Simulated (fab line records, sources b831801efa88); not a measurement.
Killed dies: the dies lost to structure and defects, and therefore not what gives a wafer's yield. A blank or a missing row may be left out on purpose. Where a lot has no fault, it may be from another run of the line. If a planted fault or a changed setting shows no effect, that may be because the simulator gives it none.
A lot that was struck, set against a sound lot    flow gf180mcu    16 steps out of a route of 602
Sound: these wafers, L288.4, L288.5, L288.6. Struck: wafer L300.3 (left out: L300.1, L300.6 of the same lot, which were not struck); the cause appears at the end.
Per side, at each step with rows, come the tool, then ch with its chambers, and then its first start. Under that, the readings that differ: sound wafers    struck wafers    difference of the means    sigmas: that difference in standard deviations of wafers without a fault.
alike: a reading whose means differ by less than 2 such deviations, as well as words and numbers matching on both sides. not compared: withheld readings; readings where some wafer has no value; bounds like >300 that might hide an equal value; numbers whose values overlap and for which the record gives no deviation.
The two part at a step that has a row with sigmas, a row that says differs or no value, or rows on one side only. Numbers that have no deviation but don't overlap get no sigmas and don't part them. A reading missing from all wafers of one side parts the sides only when that side holds two or more wafers.

first, 6 steps without rows for these wafers: GF_M3_HMDS_08 (prime time 60 s); GF_M3_COAT_09 (resist thk 1000 nm); GF_M3_SOFTBAKE_10 (time 60 s); GF_M3_EXPOSE_11 (exposes mask Metal3, target cd 280 nm); GF_M3_PEB_12 (peb time 90 s); GF_M3_DEVELOP_13 (develop time 60 s).
GF_M3_CD_MEAS_14 targets a cd of 280 nm.
  sound on cd sem-02, day 21 21:57; struck on cd sem-01, day 26 07:47
  alike: cd nm
GF_M3_OVL_MEAS_15:
  sound on overlay-01, day 21 22:02; struck on overlay-02, day 26 07:54
  alike: M3_OVL
GF_M3_METAL_ETCH_16: etches the open film in Cl2/BCl3, stops on SiO2, target depth 627.5 nm, time 104.6 s.
  sound on rie metal-02 ch 0,1, day 21 22:05; struck on rie metal-02 ch 0, day 26 07:56
  alike: drypump motor current A, oes product au, throttle valve pct
  not compared: rf hours counter h
GF_M3_STRIP_17: strips in O2/N2.
  sound on plasma asher-01 ch 0,1, day 21 22:11; struck on plasma asher-04 ch 1, day 26 08:10
reading              sound              struck  difference  sigmas
n2 flow sccm (sccm)  298.3 298.6 297.6  300.1   +1.9        +3
  alike: drypump motor current A, heater power w, oes product au, platen temp c, strip time to endpoint s
  not compared: rf hours counter h
then, 2 steps without rows for these wafers: GF_M3_STRIP_18 (strips in post etch residue remover, time 1200 s); GF_M3_CLEAN_19 (cleans in DIW).
GF_V3_CVD_00: deposits SiO2, target thk 600 nm, time 100 s.
  sound on hdpcvd-01 ch 0,1,2, day 21 22:44; struck on hdpcvd-02 ch 0, day 26 08:44
reading                              sound              struck  difference  sigmas
sih4 flow sccm (sccm)                60.17 59.65 60.06  90.15   +30.19      +99 or more
model.SiO2_of_V3_CVD_00.thk nm (nm)  595 595.1 586.7    908.5   +316.2      
  alike: susceptor temp C
GF_V3_THK_MEAS_01:
  sound on film metro-01, day 21 22:47; struck on film metro-02, day 26 08:49
reading             sound        struck  difference  sigmas
V3_CVD_00_THK (nm)  595 595 586  908     +316        +40
GF_V3_CVD_02: deposits SiO2 from TEOS, target thk 850 nm, time 94.851 s.
  sound on pecvd-03 ch 0,1,2, day 21 22:52; struck on pecvd-01 ch 0, day 26 08:52
  alike: heater power outer w, heater power w, susceptor temp C
then, 1 step without rows for these wafers: GF_PASSIVATION_PROBE_99.

== WHERE THEY PART ==
Earliest at GF_M3_STRIP_17; latest, in this record, at GF_V3_THK_MEAS_01. Later steps at which nothing parts them and some readings are alike: GF_V3_CVD_02.

WHY: the cause the simulator had injected
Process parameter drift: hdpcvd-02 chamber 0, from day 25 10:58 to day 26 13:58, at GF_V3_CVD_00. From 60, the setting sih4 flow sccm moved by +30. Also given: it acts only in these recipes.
